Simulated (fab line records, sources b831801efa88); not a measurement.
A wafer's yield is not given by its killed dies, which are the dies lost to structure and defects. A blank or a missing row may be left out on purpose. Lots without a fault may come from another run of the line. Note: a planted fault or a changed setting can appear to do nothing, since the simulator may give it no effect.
Which tool did it? / flow gf180mcu / 12 lots with 36 wafers sampled at 4 steps, on a route of 602 steps

## WHAT THE GAUGES READ, wafer by wafer
GF_V4_THK_MEAS_03. Usual: V4_CVD_02_THK typically reads 851 nm, with standard deviation 11.
lot=L633; measured=day 23 22:27; on=filmMetro-03; V4_CVD_02_THK (nm)=841 853 840; flag=
lot=L635; measured=day 24 13:14; on=filmMetro-04; V4_CVD_02_THK (nm)=848 835 863; flag=
lot=L637; measured=day 25 05:19; on=filmMetro-04; V4_CVD_02_THK (nm)=831 850 857; flag=
lot=L638; measured=day 25 18:30; on=filmMetro-04; V4_CVD_02_THK (nm)=863 850 865; flag=
lot=L639; measured=day 25 23:40; on=filmMetro-03; V4_CVD_02_THK (nm)=849 854 858; flag=
lot=L641; measured=day 26 19:48; on=filmMetro-04; V4_CVD_02_THK (nm)=849 840 867; flag=
lot=L642; measured=day 26 23:46; on=filmMetro-03; V4_CVD_02_THK (nm)=846 862 855; flag=
lot=L646; measured=day 28 03:11; on=filmMetro-03; V4_CVD_02_THK (nm)=850 862 848; flag=
lot=L648; measured=day 28 20:56; on=filmMetro-04; V4_CVD_02_THK (nm)=856 849 846; flag=
lot=L649; measured=day 28 22:34; on=filmMetro-04; V4_CVD_02_THK (nm)=850 842 847; flag=
lot=L651; measured=day 29 16:29; on=filmMetro-03; V4_CVD_02_THK (nm)=845 851 854; flag=
lot=L655; measured=day 30 17:44; on=filmMetro-01; V4_CVD_02_THK (nm)=861 851 867; flag=

GF_V4_OVL_MEAS_15. Usual: V4_OVL typically reads 1 nm, with standard deviation 5.2.
lot=L633; measured=day 24 21:33; on=overlay-02; V4_OVL (nm)=-6 3 6; flag=
lot=L635; measured=day 25 10:08; on=overlay-02; V4_OVL (nm)=-7 -1 -2; flag=
lot=L637; measured=day 26 02:59; on=overlay-01; V4_OVL (nm)=-1 -3 -6; flag=
lot=L638; measured=day 26 16:09; on=overlay-01; V4_OVL (nm)=3 0 1; flag=
lot=L639; measured=day 26 20:47; on=overlay-02; V4_OVL (nm)=2 2 5; flag=
lot=L641; measured=day 27 16:25; on=overlay-02; V4_OVL (nm)=-2 -3 -3; flag=
lot=L642; measured=day 27 20:35; on=overlay-02; V4_OVL (nm)=-11 -7 -1; flag=
lot=L646; measured=day 28 22:56; on=overlay-01; V4_OVL (nm)=81 74 82; flag=OFF
lot=L648; measured=day 29 16:06; on=overlay-02; V4_OVL (nm)=-1 3 7; flag=
lot=L649; measured=day 29 18:41; on=overlay-02; V4_OVL (nm)=9 9 11; flag=
lot=L651; measured=day 30 11:50; on=overlay-02; V4_OVL (nm)=85 90 90; flag=OFF
lot=L655; measured=day 31 11:49; on=overlay-02; V4_OVL (nm)=-4 -7 -2; flag=

## WHAT TOOL EACH LOT RAN ON (gives the tool, then ch and the chambers of the sampled wafers, and finally the start)
lot=L633; GF_M4_STRIP_17=plasmaAsher-03 ch 0,1, day 23 21:43; GF_V4_EXPOSE_11=krfScanner-01 ch 0, day 24 10:35
lot=L635; GF_M4_STRIP_17=plasmaAsher-02 ch 0,1, day 24 12:30; GF_V4_EXPOSE_11=krfScanner-02 ch 0, day 25 00:37
lot=L637; GF_M4_STRIP_17=plasmaAsher-03 ch 0,1, day 25 04:14; GF_V4_EXPOSE_11=krfScanner-01 ch 0, day 25 16:49
lot=L638; GF_M4_STRIP_17=plasmaAsher-02 ch 0,1, day 25 17:46; GF_V4_EXPOSE_11=krfScanner-01 ch 0, day 26 05:26
lot=L639; GF_M4_STRIP_17=plasmaAsher-03 ch 0,1, day 25 22:56; GF_V4_EXPOSE_11=krfScanner-01 ch 0, day 26 10:19
lot=L641; GF_M4_STRIP_17=plasmaAsher-03 ch 0,1, day 26 19:03; GF_V4_EXPOSE_11=krfScanner-02 ch 0, day 27 06:39
lot=L642; GF_M4_STRIP_17=plasmaAsher-03 ch 0,1, day 26 23:01; GF_V4_EXPOSE_11=krfScanner-02 ch 0, day 27 10:31
lot=L646; GF_M4_STRIP_17=plasmaAsher-03 ch 0,1, day 28 02:26; GF_V4_EXPOSE_11=krfScanner-02 ch 0, day 28 13:30
lot=L648; GF_M4_STRIP_17=plasmaAsher-04 ch 0,1, day 28 20:11; GF_V4_EXPOSE_11=krfScanner-01 ch 0, day 29 06:56
lot=L649; GF_M4_STRIP_17=plasmaAsher-04 ch 0,1, day 28 21:48; GF_V4_EXPOSE_11=krfScanner-01 ch 0, day 29 09:29
lot=L651; GF_M4_STRIP_17=plasmaAsher-03 ch 0,1, day 29 15:46; GF_V4_EXPOSE_11=krfScanner-02 ch 0, day 30 02:40
lot=L655; GF_M4_STRIP_17=plasmaAsher-02 ch 0,1, day 30 16:59; GF_V4_EXPOSE_11=krfScanner-01 ch 0, day 31 03:13
- GF_M4_STRIP_17: strips in O2/N2.
- GF_V4_EXPOSE_11: exposes mask Via4, target cd 260 nm.

## AS READ BY THE TOOLS THEMSELVES (means over the sampled wafers that have a number; for cases with no such wafer, the mark the record gives instead)
GF_M4_STRIP_17. Usual: drypumpMotorCurrentA 5.9 A, standard deviation 0.41; heaterPowerW 337 W, standard deviation 24; oesProductAu 0.559 a.u., standard deviation 0.0055; stripTimeToEndpointS 7.90 s, standard deviation 0.062.
lot=L633; tool=plasmaAsher-03; drypumpMotorCurrentA (A)=5.7; heaterPowerW (W)=335; oesProductAu (a.u.)=0.556; stripTimeToEndpointS (s)=7.87; flag=
lot=L635; tool=plasmaAsher-02; drypumpMotorCurrentA (A)=6.0; heaterPowerW (W)=327; oesProductAu (a.u.)=0.565; stripTimeToEndpointS (s)=7.96; flag=
lot=L637; tool=plasmaAsher-03; drypumpMotorCurrentA (A)=5.7; heaterPowerW (W)=337; oesProductAu (a.u.)=0.562; stripTimeToEndpointS (s)=7.98; flag=
lot=L638; tool=plasmaAsher-02; drypumpMotorCurrentA (A)=6.0; heaterPowerW (W)=329; oesProductAu (a.u.)=0.562; stripTimeToEndpointS (s)=7.92; flag=
lot=L639; tool=plasmaAsher-03; drypumpMotorCurrentA (A)=5.7; heaterPowerW (W)=331; oesProductAu (a.u.)=0.563; stripTimeToEndpointS (s)=7.96; flag=
lot=L641; tool=plasmaAsher-03; drypumpMotorCurrentA (A)=5.7; heaterPowerW (W)=338; oesProductAu (a.u.)=0.559; stripTimeToEndpointS (s)=7.87; flag=
lot=L642; tool=plasmaAsher-03; drypumpMotorCurrentA (A)=5.9; heaterPowerW (W)=351; oesProductAu (a.u.)=0.559; stripTimeToEndpointS (s)=7.83; flag=
lot=L646; tool=plasmaAsher-03; drypumpMotorCurrentA (A)=5.9; heaterPowerW (W)=356; oesProductAu (a.u.)=0.558; stripTimeToEndpointS (s)=7.94; flag=
lot=L648; tool=plasmaAsher-04; drypumpMotorCurrentA (A)=5.9; heaterPowerW (W)=336; oesProductAu (a.u.)=0.559; stripTimeToEndpointS (s)=7.86; flag=
lot=L649; tool=plasmaAsher-04; drypumpMotorCurrentA (A)=5.6; heaterPowerW (W)=325; oesProductAu (a.u.)=0.561; stripTimeToEndpointS (s)=7.95; flag=
lot=L651; tool=plasmaAsher-03; drypumpMotorCurrentA (A)=5.9; heaterPowerW (W)=355; oesProductAu (a.u.)=0.556; stripTimeToEndpointS (s)=7.88; flag=
lot=L655; tool=plasmaAsher-02; drypumpMotorCurrentA (A)=6.0; heaterPowerW (W)=327; oesProductAu (a.u.)=0.562; stripTimeToEndpointS (s)=7.93; flag=

## THE ANSWER, worked out from the rows above alone
Rule: a lot is off if the mean of its wafers that have a number lies more than 3 standard deviations from the usual mean. Also off: a lot with no number at a reading for which 4 or more lots have one. Where the step has rows for the other lots, those lots are counted as sound. First the gauges in route order, then the tools' own readings, where a lot's mean is used as printed above. At the first step where some lot is off, the reading lying furthest off is the one used; lots without a number count as furthest.
Off: L646, L651, seen at GF_V4_OVL_MEAS_15 (V4_OVL).
If a tool, at a process step before that reading, ran all the lots that are off and no sound lot after the first of them, it fits. Those tools and the gauges at GF_V4_OVL_MEAS_15 are tried in the same way. Can't be told from this: 2 tools fit, plasmaAsher-03 at GF_M4_STRIP_17, krfScanner-02 at GF_V4_EXPOSE_11.

## WHAT THE SIMULATOR PUT IN
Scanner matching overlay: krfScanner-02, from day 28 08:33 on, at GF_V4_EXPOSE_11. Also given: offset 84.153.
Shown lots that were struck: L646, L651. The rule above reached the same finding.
